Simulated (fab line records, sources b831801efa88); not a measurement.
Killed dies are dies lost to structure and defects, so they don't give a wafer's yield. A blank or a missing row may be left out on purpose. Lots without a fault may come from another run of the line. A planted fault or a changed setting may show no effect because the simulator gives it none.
A struck lot beside a sound one | flow sky130 | 15 steps out of a route of 708
Sound: wafers L737.4, L737.5, L737.6. Struck: wafers L730.2, L730.3, L730.5. The cause comes at the end.
At each step with rows: each side's tool, then ch and its chambers, then its first start. Under that, the readings that differ: sound wafers | struck wafers | difference of the means | sigmas: that difference in standard deviations of wafers without a fault.
alike: readings whose means differ by less than 2 such deviations, and words and numbers that are the same on both sides. not compared: withheld readings, readings that some wafer has no value for, bounds like >300 that may hide the same value, and numbers for which the record gives no deviation and whose values overlap.
The two part at a step that has a row with sigmas, a row that says differs or no value, or rows on one side only. Numbers that don't overlap but have no deviation are shown without sigmas and don't part them. A reading that every wafer of one side lacks parts them only if that side has two wafers or more.

SKY_VT_ADJUST_LVTN_OVL_MEAS_07:
  sound on overlay-01, day 11 11:28; struck on overlay-01, day 9 13:42
  alike: VT_ADJUST_LVTN_OVL
then, 1 step without rows for these wafers: SKY_VT_ADJUST_LVTN_IMPLANT_08.
SKY_VT_ADJUST_LVTN_STRIP_09: strips in O2/N2.
  sound on plasma_asher-03 ch 0,1, day 11 11:40; struck on plasma_asher-01 ch 0,1, day 9 13:53
  alike: drypump_motor_current_A, oes_product_au, strip_time_to_endpoint_s
  not compared: rf_hours_counter_h
SKY_VT_ADJUST_LVTN_TW_MEAS_10:
  sound on film_metro-02, day 11 11:46; struck on film_metro-03, day 9 13:59
  reading           | sound             | struck            | difference | sigmas
  VT_ADJUST_LVTN_TW | 242.8 241.7 241.7 | 245.3 246.1 246.1 | +3.8       | +2
then, 7 steps without rows for these wafers: SKY_VT_ADJUST_LVTN_DEHYDRATE_11 (time 60 s); SKY_VT_ADJUST_LVTN_HMDS_12 (prime time 60 s); SKY_VT_ADJUST_LVTN_COAT_13 (resist thk 1140 nm); SKY_VT_ADJUST_LVTN_SOFTBAKE_14 (time 60 s); SKY_VT_ADJUST_LVTN_EXPOSE_15 (exposes mask HVN STD DERIVED, target cd 600 nm); SKY_VT_ADJUST_LVTN_PEB_16; SKY_VT_ADJUST_LVTN_DEVELOP_17 (develop time 60 s).
SKY_VT_ADJUST_LVTN_OVL_MEAS_18:
  sound on overlay-02, day 12 11:34; struck on overlay-02, day 10 10:16
  alike: VT_ADJUST_LVTN_01_OVL
SKY_VT_ADJUST_LVTN_IMPLANT_19:
  sound on implanter-01 ch 0, day 12 11:40; struck on implanter-01, day 10 10:19
  no value came back on the struck wafers for beam_energy_keV, beam_on_s (s); on the sound wafers beam_energy_keV reads 30.013 30.004 30.008
SKY_VT_ADJUST_LVTN_STRIP_20: strips in O2/N2.
  sound on plasma_asher-01 ch 0,1, day 12 11:46; struck on plasma_asher-03 ch 0, day 10 10:26
  alike: drypump_motor_current_A, oes_product_au, strip_time_to_endpoint_s
  not compared: rf_hours_counter_h
SKY_VT_ADJUST_LVTN_TW_MEAS_21:
  sound on film_metro-03, day 12 11:52; struck on film_metro-02, day 10 10:33
  reading             | sound             | struck         | difference | sigmas
  VT_ADJUST_LVTN_2_TW | 192.0 192.4 191.9 | 30.1 30.2 30.4 | -161.9     | -99 or more

WHERE THEY PART
First at SKY_VT_ADJUST_LVTN_TW_MEAS_10; last, within this record, at SKY_VT_ADJUST_LVTN_TW_MEAS_21.

WHY: what the simulator had put in
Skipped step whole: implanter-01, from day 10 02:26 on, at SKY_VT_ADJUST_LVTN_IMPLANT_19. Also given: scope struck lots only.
